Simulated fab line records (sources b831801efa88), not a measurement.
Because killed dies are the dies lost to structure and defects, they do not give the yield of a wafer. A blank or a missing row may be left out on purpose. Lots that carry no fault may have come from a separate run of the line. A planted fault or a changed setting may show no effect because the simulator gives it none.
A lot that was struck, set against a sound lot	flow sky130	15 out of 708 route steps
Sound: the wafers L495.1, L495.3, L495.4. Wafers struck: L499.1, L499.3, L499.6. The cause comes at the end.
Each step with rows lists, per side, the tool, then ch with its chambers, then its first start. Under that, the readings that differ: sound wafers	struck wafers	difference of the means	sigmas: that difference in standard deviations of wafers without a fault.
alike: words and numbers the same on both sides, and readings whose means are apart by under 2 such deviations; not compared: readings that were withheld, readings missing a value for some wafer, numbers with overlapping values and no deviation given by the record, and bounds like >300 which may hide the same value.
Wherever a step has rows on one side only, a row that says differs or no value, or a row with sigmas, the two part there. When numbers do not overlap yet have no deviation, they are printed without sigmas and do not part them. A reading missing from all wafers of one side parts the sides only when that side holds two or more wafers.

first, 6 steps without rows for these wafers: SKY_PASSIVATION_HMDS_05 (prime time 60 s); SKY_PASSIVATION_COAT_06 (resist thk 3000 nm); SKY_PASSIVATION_SOFTBAKE_07; SKY_PASSIVATION_EXPOSE_08 (exposes mask NSM, target cd 3000 nm); SKY_PASSIVATION_PEB_09; SKY_PASSIVATION_DEVELOP_10 (develop time 60 s).
SKY_PASSIVATION_ETCH_11: etches the open film in CF4/O2, stops on AlCu, target depth 725 nm, time 161.1 s.
  sound on rie_diel-01 ch 0,1,2, day 47 09:52; struck on rie_diel-01 ch 0,1,2, day 48 15:26
  alike: drypump_motor_current_A, oes_product_au, rf_fwd_power_W, throttle_valve_pct
  not compared: rf_hours_counter_h
SKY_PASSIVATION_STRIP_12: strips in O2/N2.
  sound on plasma_asher-04 ch 0,1, day 47 09:58; struck on plasma_asher-02 ch 0,1, day 48 15:32
  alike: drypump_motor_current_A, oes_product_au, strip_time_to_endpoint_s
  not compared: rf_hours_counter_h
then, 4 steps without rows for these wafers: SKY_PAD_OPEN_DEHYDRATE_00 (time 60 s); SKY_PAD_OPEN_HMDS_01 (prime time 60 s); SKY_PAD_OPEN_COAT_02 (resist thk 3000 nm); SKY_PAD_OPEN_SOFTBAKE_03.
SKY_PAD_OPEN_EXPOSE_04: exposes mask PDM, target cd 60000 nm.
  sound on iline_stepper-02 ch 0, day 47 20:02; struck on iline_stepper-02 ch 0, day 49 00:23
reading	sound	struck	difference	sigmas
model.PAD_OPEN.overlay_x_nm (nm)	0.0955 0.0955 0.0955	1.575e+04 1.575e+04 1.575e+04	+1.575e+04	
  alike: mask, focus_offset_nm
after that, 1 step had no rows for these wafers: SKY_PAD_OPEN_PEB_05.
SKY_PAD_OPEN_PROBE_99:
  sound wafers here have rows in the record (prober-02, day 48 08:25); struck ones have none

WHERE THEY PART
At SKY_PAD_OPEN_PROBE_99 and nowhere else, as far as this record goes.

WHY: the cause the simulator had injected
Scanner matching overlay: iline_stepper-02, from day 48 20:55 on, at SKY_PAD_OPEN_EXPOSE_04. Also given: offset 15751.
